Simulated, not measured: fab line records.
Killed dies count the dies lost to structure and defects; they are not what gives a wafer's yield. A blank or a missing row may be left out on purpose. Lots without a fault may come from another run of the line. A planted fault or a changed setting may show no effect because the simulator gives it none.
fab line records + flow sky130
record:
- lots: 5
- wafers: 15
- last_day: 49
route steps=708 shown PWDE@48 NWELL@56 PAD_OPEN@708
lots that met no fault: from a run of the same line without faults
start_h: the number of hours between the record's first day and the start of the first shown wafer of the lot + wait_h: hours since the lot's step before + " unchanged from the row above + L1.1+2: one row covering several wafers at once + - either no value or no given start + * or withheld: withheld + < > ~ a bound
route shown NAME@n: NAME is a module with steps in the file, n the number in the route of the first one + usual: mean and standard deviation over wafers with no fault + same: alike in all rows + chamber/n: place in a boat + sites: readings site by site + _std_site: the values' standard deviation + _edge_site: mean of outer sites minus mean of inner sites + radius_mm: how far each site lies from the wafer's centre + mask NAME#n: copy n + behind: tool/chamber where the wafer was last shaped + hold: why the lot was held/for how many hours/how that ended + device: transistor that didn't switch, given as n, p or np + end of line: the same wafers' tests at the end of the route + a step with no rows: only its recipe + killed: not the wafer's yield, but the dies lost to structure and defects at the first sort + map: dies across one wafer; x = killed, . = not, _ = none there
set.NAME: the setting as run; set.NAME@STEP: as run at that earlier step + model.NAME: the simulator's own value behind a step, which no gauge read
a table for each step, a row for each wafer; lots at some steps of the route
services: a tool's chamber out of use, with start hour (start_h, from the record's first day; less than 0 if before it), hours out, and reason
== steps ==
step: SKY_PWDE_SOFTBAKE_03
recipe:
- temp_c: 110
- time_s: withheld
step: SKY_PWDE_EXPOSE_04
recipe:
- mask_id: PWDEM
- na: 0.6
- source_shape: conventional
- sigma_outer: 0.6
- polarization: unpolarized
- target_cd_nm: 840
- dose_mj: 214
step: SKY_PWDE_PEB_05
recipe:
- temp_c: 115
- time_s: withheld
step: SKY_PWDE_DEVELOP_06
recipe:
- wall_angle_deg: 90
- developer: TMAH
- develop_time_s: 60
- dev_temp_c: 23
step: SKY_PWDE_OVL_MEAS_07
usual:
- PWDE_OVL: -0.4/1.4
| lot.wafer | tool       | chamber | start_h | wait_h | PWDE_OVL[nm] |
|-----------|------------|---------|---------|--------|--------------|
| L140.2    | overlay-02 | -       | 78.93   | -      | 2.1          |
| L140.4    | "          | -       | "       | "      | 0.6          |
| L140.6    | "          | -       | "       | "      | 2.5          |
| L150.3    | overlay-02 | -       | 137.43  | -      | -1.2         |
| L150.4    | "          | -       | "       | "      | -1.1         |
| L150.5    | "          | -       | "       | "      | -0.6         |
| L152.1    | overlay-02 | -       | 151.31  | -      | -0.6         |
| L152.3    | "          | -       | "       | "      | -0.2         |
| L152.6    | "          | -       | "       | "      | 0.1          |
| L153.1    | overlay-02 | -       | 157.16  | -      | 0.8          |
| L153.4    | "          | -       | "       | "      | 1.6          |
| L153.6    | "          | -       | "       | "      | 1.0          |
| L155.1    | overlay-01 | -       | 165.37  | -      | -0.2         |
| L155.4    | "          | -       | "       | "      | 1.0          |
| L155.5    | "          | -       | "       | "      | 0.1          |
step: SKY_PWDE_IMPLANT_08
recipe:
- species: B
- energy_kev: 148.9
- dose_cm2: 3.6e+12
- tilt_deg: withheld
step: SKY_PWDE_STRIP_09
recipe:
- chemistry: O2/N2
- power_w: 1400
- pressure_mtorr: 1500
- platen_temp_c: withheld
- o2_flow_sccm: 3000
- n2_flow_sccm: 300
- overash_fraction: 0.5
usual:
- drypump_motor_current_A: 5.80/0.21
- oes_product_au: 0.722/0.0042
- strip_time_to_endpoint_s: 36.87/0.088
same:
- overash_fraction: 0.5
| lot.wafer | tool            | chamber | start_h | wait_h | drypump_motor_current_A | oes_product_au | rf_hours_counter_h | strip_time_to_endpoint_s |
|-----------|-----------------|---------|---------|--------|-------------------------|----------------|--------------------|--------------------------|
| L140.2    | plasma_asher-02 | 0       | 79.11   | 0.1    | 6.11                    | 0.726          | 40                 | 36.87                    |
| L140.4    | "               | 0       | "       | "      | 6.09                    | 0.722          | -                  | 36.88                    |
| L140.6    | "               | 1       | "       | "      | 5.49                    | 0.719          | -                  | 36.95                    |
| L150.3    | plasma_asher-01 | 0       | 137.63  | 0.1    | 6.00                    | 0.723          | -                  | 36.76                    |
| L150.4    | "               | 1       | "       | "      | 5.72                    | 0.720          | -                  | 36.77                    |
| L150.5    | "               | 0       | "       | "      | 5.98                    | 0.722          | -                  | 36.83                    |
| L152.1    | plasma_asher-02 | 1       | 151.49  | 0.1    | 5.53                    | 0.722          | 48                 | 36.89                    |
| L152.3    | "               | 1       | "       | "      | 5.52                    | 0.723          | -                  | 36.91                    |
| L152.6    | "               | 1       | "       | "      | 5.49                    | 0.716          | -                  | 36.99                    |
| L153.1    | plasma_asher-04 | 1       | 157.34  | 0.1    | 5.71                    | 0.723          | 47                 | 36.80                    |
| L153.4    | "               | 1       | "       | "      | 5.70                    | 0.719          | -                  | 36.77                    |
| L153.6    | "               | 0       | "       | "      | 5.65                    | 0.725          | -                  | 36.85                    |
| L155.1    | plasma_asher-04 | 1       | 165.56  | 0.1    | 5.66                    | 0.727          | 48                 | 36.95                    |
| L155.4    | "               | 0       | "       | "      | 5.62                    | 0.718          | -                  | 36.97                    |
| L155.5    | "               | 1       | "       | "      | 5.68                    | 0.727          | -                  | 36.87                    |
step: SKY_PWDE_TW_MEAS_10
usual:
- PWDE_TW: 372.8/2.6
| lot.wafer | tool          | chamber | start_h | wait_h | PWDE_TW |
|-----------|---------------|---------|---------|--------|---------|
| L140.2    | film_metro-02 | -       | 79.22   | 0.1    | 375.2   |
| L140.4    | "             | -       | "       | "      | 372.7   |
| L140.6    | "             | -       | "       | "      | 373.8   |
| L150.3    | film_metro-01 | -       | 137.72  | 0.1    | 371.9   |
| L150.4    | "             | -       | "       | "      | 371.7   |
| L150.5    | "             | -       | "       | "      | 369.9   |
| L152.1    | film_metro-04 | -       | 151.59  | 0.1    | 374.5   |
| L152.3    | "             | -       | "       | "      | 373.7   |
| L152.6    | "             | -       | "       | "      | 372.7   |
| L153.1    | film_metro-04 | -       | 157.44  | 0.1    | 373.2   |
| L153.4    | "             | -       | "       | "      | 373.2   |
| L153.6    | "             | -       | "       | "      | 373.5   |
| L155.1    | film_metro-04 | -       | 165.66  | 0.1    | 373.5   |
| L155.4    | "             | -       | "       | "      | 373.9   |
| L155.5    | "             | -       | "       | "      | 375.5   |
step: SKY_NWELL_DEHYDRATE_03
recipe:
- temp_c: 200
- time_s: 60
step: SKY_NWELL_HMDS_04
recipe:
- prime_time_s: 60
- prime_temp_c: 120
step: SKY_NWELL_COAT_05
recipe:
- spin_rpm: 2000
- resist_thk_nm: 3000
step: SKY_NWELL_SOFTBAKE_06
recipe:
- temp_c: 110
- time_s: withheld
step: SKY_NWELL_EXPOSE_07
recipe:
- mask_id: NWM
- na: 0.6
- source_shape: conventional
- sigma_outer: 0.6
- polarization: unpolarized
- target_cd_nm: 840
- dose_mj: 255
usual:
- focus_offset_nm: -0.1/0.54
| lot.wafer | tool             | chamber | start_h | wait_h | mask    | focus_offset_nm |
|-----------|------------------|---------|---------|--------|---------|-----------------|
| L140.2    | iline_stepper-01 | 0       | 88.20   | -      | NWM#0   | 0.4             |
| L140.4    | "                | 0       | "       | "      | NWM#0   | -0.3            |
| L140.6    | "                | 0       | "       | "      | NWM#0   | 0.2             |
| L150.3    | iline_stepper-02 | 0       | 148.22  | -      | NWM#0   | -0.1            |
| L150.4    | "                | 0       | "       | "      | NWM#0   | -0.9            |
| L150.5    | "                | 0       | "       | "      | NWM#0   | -0.3            |
| L152.1    | iline_stepper-01 | 0       | 161.28  | -      | HVTPM#0 | -0.1            |
| L152.3    | "                | 0       | "       | "      | HVTPM#0 | -0.4            |
| L152.6    | "                | 0       | "       | "      | HVTPM#0 | -0.7            |
| L153.1    | iline_stepper-01 | 0       | 167.34  | -      | NWM#0   | -0.8            |
| L153.4    | "                | 0       | "       | "      | NWM#0   | 0.4             |
| L153.6    | "                | 0       | "       | "      | NWM#0   | -1.5            |
| L155.1    | iline_stepper-02 | 0       | 175.35  | -      | NWM#0   | 0.4             |
| L155.4    | "                | 0       | "       | "      | NWM#0   | -0.5            |
| L155.5    | "                | 0       | "       | "      | NWM#0   | -0.6            |
step: SKY_NWELL_PEB_08
recipe:
- temp_c: 115
- time_s: withheld
step: SKY_NWELL_DEVELOP_09
recipe:
- wall_angle_deg: 90
- developer: TMAH
- develop_time_s: 60
- dev_temp_c: 23
step: SKY_NWELL_OVL_MEAS_10
usual:
- NWELL_00_OVL: -0.4/1.5
| lot.wafer | tool       | chamber | start_h | wait_h | NWELL_00_OVL[nm] |
|-----------|------------|---------|---------|--------|------------------|
| L140.2    | overlay-02 | -       | 95.92   | -      | -1.4             |
| L140.4    | "          | -       | "       | "      | -0.8             |
| L140.6    | "          | -       | "       | "      | -0.6             |
| L150.3    | overlay-02 | -       | 157.82  | -      | 0.7              |
| L150.4    | "          | -       | "       | "      | 2.5              |
| L150.5    | "          | -       | "       | "      | 3.2              |
| L152.1    | overlay-02 | -       | 171.16  | -      | -                |
| L152.3    | "          | -       | "       | "      | -                |
| L152.6    | "          | -       | "       | "      | -                |
| L153.1    | overlay-02 | -       | 176.41  | -      | -1.2             |
| L153.4    | "          | -       | "       | "      | -2.2             |
| L153.6    | "          | -       | "       | "      | -1.0             |
| L155.1    | overlay-01 | -       | 183.56  | -      | 1.8              |
| L155.4    | "          | -       | "       | "      | -0.1             |
| L155.5    | "          | -       | "       | "      | -0.8             |
step: SKY_NWELL_IMPLANT_11
recipe:
- species: P
- energy_kev: 400
- dose_cm2: 1.871e+13
- tilt_deg: withheld
step: SKY_NWELL_IMPLANT_12
recipe:
- species: P
- energy_kev: 120
- dose_cm2: 1.3e+12
- tilt_deg: withheld
step: SKY_NWELL_IMPLANT_13
recipe:
- species: P
- energy_kev: 50
- dose_cm2: 7e+11
- tilt_deg: withheld
step: SKY_NWELL_STRIP_14
recipe:
- chemistry: O2/N2
- power_w: 1400
- pressure_mtorr: 1500
- platen_temp_c: withheld
- o2_flow_sccm: 3000
- n2_flow_sccm: 300
- overash_fraction: 0.5
usual:
- drypump_motor_current_A: 5.5/0.49
- oes_product_au: 0.722/0.0045
- strip_time_to_endpoint_s: 36.89/0.096
same:
- overash_fraction: 0.5
| lot.wafer | tool            | chamber | start_h | wait_h | drypump_motor_current_A | oes_product_au | rf_hours_counter_h | strip_time_to_endpoint_s |
|-----------|-----------------|---------|---------|--------|-------------------------|----------------|--------------------|--------------------------|
| L140.2    | plasma_asher-01 | 0       | 96.40   | 0.1    | 6.0                     | 0.722          | 27                 | 36.81                    |
| L140.4    | "               | 0       | "       | "      | 6.0                     | 0.722          | -                  | 36.91                    |
| L140.6    | "               | 1       | "       | "      | 5.7                     | 0.720          | -                  | 36.87                    |
| L150.3    | plasma_asher-02 | 0       | 158.33  | 0.1    | 6.1                     | 0.724          | -                  | 36.78                    |
| L150.4    | "               | 1       | "       | "      | 5.5                     | 0.722          | -                  | 36.84                    |
| L150.5    | "               | 1       | "       | "      | 5.5                     | 0.722          | -                  | 36.80                    |
| L152.1    | plasma_asher-01 | 1       | 171.64  | 0.1    | 5.7                     | 0.722          | 34                 | 36.87                    |
| L152.3    | "               | 1       | "       | "      | 5.8                     | 0.716          | -                  | 36.89                    |
| L152.6    | "               | 1       | "       | "      | 5.7                     | 0.725          | -                  | 36.80                    |
| L153.1    | plasma_asher-02 | 0       | 176.89  | 0.1    | 6.1                     | 0.719          | 51                 | 36.82                    |
| L153.4    | "               | 1       | "       | "      | 5.5                     | 0.731          | -                  | 36.92                    |
| L153.6    | "               | 0       | "       | "      | 6.1                     | 0.725          | -                  | 36.88                    |
| L155.1    | plasma_asher-03 | 0       | 184.04  | 0.1    | 4.8                     | 0.723          | 6                  | 36.94                    |
| L155.4    | "               | 0       | "       | "      | 4.8                     | 0.721          | -                  | 36.82                    |
| L155.5    | "               | 0       | "       | "      | 4.8                     | 0.721          | -                  | 36.87                    |
step: SKY_NWELL_TW_MEAS_15
usual:
- NWELL_TW: 1806/13
| lot.wafer | tool          | chamber | start_h | wait_h | NWELL_TW |
|-----------|---------------|---------|---------|--------|----------|
| L140.2    | film_metro-04 | -       | 96.51   | 0.1    | 1810     |
| L140.4    | "             | -       | "       | "      | 1816     |
| L140.6    | "             | -       | "       | "      | 1827     |
| L150.3    | film_metro-01 | -       | 158.41  | 0.1    | 1783     |
| L150.4    | "             | -       | "       | "      | 1794     |
| L150.5    | "             | -       | "       | "      | 1795     |
| L152.1    | film_metro-02 | -       | 171.74  | 0.1    | 30       |
| L152.3    | "             | -       | "       | "      | 30       |
| L152.6    | "             | -       | "       | "      | 30       |
| L153.1    | film_metro-02 | -       | 176.99  | 0.1    | 1805     |
| L153.4    | "             | -       | "       | "      | 1810     |
| L153.6    | "             | -       | "       | "      | 1813     |
| L155.1    | film_metro-02 | -       | 184.14  | 0.1    | 1812     |
| L155.4    | "             | -       | "       | "      | 1817     |
| L155.5    | "             | -       | "       | "      | 1830     |
step: SKY_NWELL_DEHYDRATE_16
recipe:
- temp_c: 200
- time_s: 60
step: SKY_PAD_OPEN_PROBE_99
usual:
- killed_at_M0_to_M3: 43/7.1
- killed_at_M4_up: 3.0/1.9
- killed_at_contacts: 24/5
- killed_at_front_end: 15/4.3
- killed_at_other: 0.3/0.5
- killed_dies: 85/9.6
- killed_on_rim: 17/4.3
- killed_open: 46/7.1
- killed_short: 39/6.8
same:
- gross_dies: 492
- killed_at_back_side: 0
| lot.wafer | tool      | chamber | start_h | wait_h | killed_at_M0_to_M3 | killed_at_M4_up | killed_at_contacts | killed_at_front_end | killed_at_other | killed_dies | killed_on_rim | killed_open | killed_short |
|-----------|-----------|---------|---------|--------|--------------------|-----------------|--------------------|---------------------|-----------------|-------------|---------------|-------------|--------------|
| L140.2    | prober-02 | -       | 1084.03 | 0.1    | 29                 | 5               | 28                 | 15                  | 1               | 78          | 18            | 49          | 29           |
| L140.4    | prober-02 | -       | 1084.13 | 0.2    | 43                 | 7               | 23                 | 19                  | 0               | 92          | 21            | 51          | 41           |
| L140.6    | prober-02 | -       | 1084.23 | 0.2    | 39                 | 5               | 27                 | 14                  | 1               | 86          | 18            | 49          | 37           |
| L150.3    | prober-02 | -       | 1137.57 | 0.2    | 39                 | 12              | 31                 | 14                  | 0               | 96          | 22            | 57          | 39           |
| L150.4    | prober-02 | -       | 1137.62 | 0.2    | 41                 | 3               | 35                 | 14                  | 0               | 93          | 26            | 48          | 45           |
| L150.5    | prober-02 | -       | 1137.67 | 0.2    | 42                 | 3               | 28                 | 18                  | 0               | 91          | 18            | 47          | 44           |
| L152.1    | prober-01 | -       | 1152.93 | 0.1    | 44                 | 3               | 28                 | 416                 | 1               | 492         | 96            | 50          | 48           |
| L152.3    | prober-01 | -       | 1153.03 | 0.2    | 38                 | 2               | 16                 | 436                 | 0               | 492         | 96            | 38          | 29           |
| L152.6    | prober-01 | -       | 1153.18 | 0.2    | 43                 | 3               | 25                 | 421                 | 0               | 492         | 96            | 46          | 41           |
| L153.1    | prober-02 | -       | 1154.68 | 0.1    | 54                 | 2               | 19                 | 12                  | 0               | 87          | 14            | 54          | 33           |
| L153.4    | prober-02 | -       | 1154.83 | 0.2    | 36                 | 3               | 25                 | 16                  | 0               | 80          | 11            | 48          | 32           |
| L153.6    | prober-02 | -       | 1154.93 | 0.2    | 50                 | 2               | 27                 | 9                   | 0               | 88          | 15            | 44          | 44           |
| L155.1    | prober-01 | -       | 1170.90 | 0.1    | 53                 | 5               | 15                 | 16                  | 1               | 90          | 16            | 43          | 47           |
| L155.4    | prober-01 | -       | 1171.05 | 0.2    | 37                 | 2               | 14                 | 12                  | 0               | 65          | 11            | 30          | 35           |
| L155.5    | prober-01 | -       | 1171.10 | 0.2    | 47                 | 1               | 20                 | 19                  | 0               | 87          | 16            | 57          | 30           |
killed by level:class
L140.2 CONTACT:geometric_particle:open=14 LI_CONTACT:geometric_particle:open=8 VIA1:geometric_particle:open=7 POLY_GATE:geometric_particle:short=6 VIA2:geometric_particle:open=5 VIA3:geometric_particle:open=5 METAL1:geometric_particle:short=4 FIELD_ISO:geometric_particle:open=3
L140.4 LI_CONTACT:geometric_particle:open=9 VIA3:geometric_particle:open=9 VIA1:geometric_particle:open=9 POLY_GATE:geometric_particle:short=7 VIA2:geometric_particle:open=7 POLY_GATE:geometric_particle:open=6 METAL2:geometric_particle:short=6 METAL4:geometric_particle:short=5
L140.6 VIA1:geometric_particle:open=14 LI_CONTACT:geometric_particle:open=8 CONTACT:geometric_particle:open=8 VIA2:geometric_particle:open=7 CONTACT:geometric_particle:short=6 METAL1:geometric_particle:short=5 FIELD_ISO:geometric_particle:short=4 VIA3:geometric_particle:open=4
L150.3 CONTACT:geometric_particle:open=13 LI_CONTACT:geometric_particle:open=9 METAL1:geometric_particle:short=6 VIA1:geometric_particle:open=6 VIA3:geometric_particle:open=6 METAL4:geometric_particle:short=6 VIA1:geometric_particle:short=5 VIA2:geometric_particle:open=5
L150.4 CONTACT:geometric_particle:open=13 LOCAL_INTERCONNECT:geometric_particle:short=7 VIA3:geometric_particle:open=7 VIA1:geometric_particle:short=6 FIELD_ISO:geometric_particle:open=6 LI_CONTACT:geometric_particle:open=6 VIA1:geometric_particle:open=6 METAL1:geometric_particle:short=5
L150.5 CONTACT:geometric_particle:open=12 VIA1:geometric_particle:open=10 VIA1:geometric_particle:short=7 FIELD_ISO:geometric_particle:short=6 LI_CONTACT:geometric_particle:open=6 VIA3:geometric_particle:open=6 POLY_GATE:geometric_particle:short=5 VIA3:geometric_particle:short=4
L152.1 NWELL:area_expose=394 CONTACT:geometric_particle:open=12 FIELD_ISO:geometric_particle:short=8 VIA2:geometric_particle:open=7 VIA1:geometric_particle:open=7 LI_CONTACT:geometric_particle:open=7 VIA1:geometric_particle:short=7 VIA3:geometric_particle:short=7
L152.3 NWELL:area_expose=425 VIA1:geometric_particle:open=8 LI_CONTACT:geometric_particle:open=5 CONTACT:geometric_particle:open=5 VIA1:geometric_particle:short=5 METAL2:geometric_particle:short=5 VIA2:geometric_particle:open=5 VIA3:geometric_particle:open=5
L152.6 NWELL:area_expose=405 VIA3:geometric_particle:open=10 VIA1:geometric_particle:open=9 CONTACT:geometric_particle:open=7 LI_CONTACT:geometric_particle:open=7 CONTACT:geometric_particle:short=7 VIA1:geometric_particle:short=7 FIELD_ISO:geometric_particle:short=5
L153.1 VIA1:geometric_particle:open=17 CONTACT:geometric_particle:open=9 VIA3:geometric_particle:open=7 VIA2:geometric_particle:open=7 VIA1:geometric_particle:short=6 POLY_GATE:geometric_particle:open=5 POLY_GATE:geometric_particle:short=4 VIA2:geometric_particle:short=4
L153.4 VIA1:geometric_particle:open=12 CONTACT:geometric_particle:open=10 POLY_GATE:geometric_particle:open=5 LI_CONTACT:geometric_particle:open=5 LOCAL_INTERCONNECT:geometric_particle:short=5 VIA2:geometric_particle:open=5 METAL3:geometric_particle:short=5 METAL2:geometric_particle:short=4
L153.6 VIA1:geometric_particle:open=10 METAL1:geometric_particle:short=8 LI_CONTACT:geometric_particle:open=7 CONTACT:geometric_particle:short=7 METAL2:geometric_particle:short=7 CONTACT:geometric_particle:open=6 LOCAL_INTERCONNECT:geometric_particle:short=5 METAL2:geometric_particle:open=5
L155.1 VIA1:geometric_particle:open=13 METAL1:geometric_particle:short=9 CONTACT:geometric_particle:open=8 VIA1:geometric_particle:short=7 VIA2:geometric_particle:open=6 VIA3:geometric_particle:short=6 POLY_GATE:geometric_particle:short=5 LOCAL_INTERCONNECT:geometric_particle:short=5
L155.4 VIA1:geometric_particle:open=9 FIELD_ISO:geometric_particle:short=5 METAL2:geometric_particle:short=5 VIA1:geometric_particle:short=5 CONTACT:geometric_particle:open=4 METAL1:geometric_particle:open=4 LI_CONTACT:geometric_particle:open=3 CONTACT:geometric_particle:short=3
L155.5 VIA1:geometric_particle:open=15 CONTACT:geometric_particle:open=10 POLY_GATE:geometric_particle:open=9 METAL1:geometric_particle:short=8 VIA2:geometric_particle:open=8 VIA1:geometric_particle:short=6 FIELD_ISO:geometric_particle:open=5 VIA3:geometric_particle:open=5
map L152.1 (x killed, . not)
__________xxxxxxxxxx_________
________xxxxxxxxxxxxxx_______
______xxxxxxxxxxxxxxxxxx_____
_____xxxxxxxxxxxxxxxxxxxx____
____xxxxxxxxxxxxxxxxxxxxxx___
___xxxxxxxxxxxxxxxxxxxxxxxx__
__xxxxxxxxxxxxxxxxxxxxxxxxxx_
_xxxxxxxxxxxxxxxxxxxxxxxxxxxx
_xxxxxxxxxxxxxxxxxxxxxxxxxxxx
_xxxxxxxxxxxxxxxxxxxxxxxxxxxx
_xxxxxxxxxxxxxxxxxxxxxxxxxxxx
_xxxxxxxxxxxxxxxxxxxxxxxxxxxx
_xxxxxxxxxxxxxxxxxxxxxxxxxxxx
_xxxxxxxxxxxxxxxxxxxxxxxxxxxx
_xxxxxxxxxxxxxxxxxxxxxxxxxxxx
__xxxxxxxxxxxxxxxxxxxxxxxxxx_
___xxxxxxxxxxxxxxxxxxxxxxxx__
____xxxxxxxxxxxxxxxxxxxxxx___
_____xxxxxxxxxxxxxxxxxxxx____
______xxxxxxxxxxxxxxxxxx_____
________xxxxxxxxxxxxxx_______
__________xxxxxxxxxx_________
map L140.4 (x killed, . not)
__________.x..x..x.._________
________xx....xxx.xx.._______
______.........xx......._____
_____.......xx..x..x.....____
____xxx........x....x...x.___
___x...............x...x...__
__........x.x.....x........._
_.x...xx...x................x
_....x......xx.x.............
_x...x..xxxx..x.x.xx.....x...
_..........x..x.......x...x..
_..x.....xx.xxx.......x......
_....x.....x..x.xx.x..x.....x
_....x.....x....x............
_..xx..........x.............
__x.....x..x..x............._
___...x.x.............x....__
____.....x...x.........x..___
_____xx.xx..............x____
______.x.....x.........._____
________.............._______
__________..x.....x._________
== services ==
| tool             | chamber | start_h | hours | kind       |
|------------------|---------|---------|-------|------------|
| iline_stepper-01 | -       | 93.21   | 7.2   | repair     |
| plasma_asher-03  | -       | 99.39   | 1.2   | repair     |
| plasma_asher-03  | -       | 101.93  | 5.0   | repair     |
| plasma_asher-03  | -       | 108.75  | 9.0   | pm         |
| plasma_asher-03  | 0       | 108.75  | 9.0   | vent_cycle |
| plasma_asher-03  | 1       | 108.75  | 9.0   | vent_cycle |
| iline_stepper-01 | -       | 112.91  | 1.7   | pm         |
| plasma_asher-03  | 0       | 117.75  | -     | clean      |
| plasma_asher-03  | 1       | 117.75  | -     | clean      |
| iline_stepper-02 | -       | 131.30  | 4.3   | pm         |
| plasma_asher-03  | -       | 151.18  | 2.8   | pm         |
| plasma_asher-02  | -       | 151.88  | 0.8   | repair     |
| plasma_asher-02  | -       | 167.08  | 0.9   | repair     |
| plasma_asher-03  | -       | 171.04  | 0.9   | repair     |
== key ==
first_sign:
- step: SKY_NWELL_EXPOSE_07
- reading: mask
- direction: changed
effect:
- step: SKY_NWELL_OVL_MEAS_10
- reading: NWELL_00_OVL
- direction: missing
effect:
- step: SKY_NWELL_TW_MEAS_15
- reading: NWELL_TW
- direction: down
- sigmas: 99+
- usual: 1806
- struck: 30
effect:
- step: SKY_PAD_OPEN_PROBE_99
- reading: killed_at_front_end
- direction: up
- sigmas: 96
- usual: 15
- struck: 424
more_kills_born_at:
- SKY_NWELL_EXPOSE_07@iline_stepper-01: 1224
met_at SKY_NWELL_EXPOSE_07
struck_wafers L152.1,L152.3,L152.6
tester_left_out L152
onset_between 88.20 161.28
fault:
- kind: wrong_mask
- tool: any
- chamber: -
- onset_h: 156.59
- steps: SKY_NWELL_EXPOSE_07
- aux_copy: HVTPM#0
- scope: struck_lots_only
tester_left_out: of these lots the tester's yield and bins aren't shown, on N5 and GAA mostly nor the transistor test; their killed dies are dies lost to structure and defects alone, not to doping, threshold or leakage, so they don't give the yield
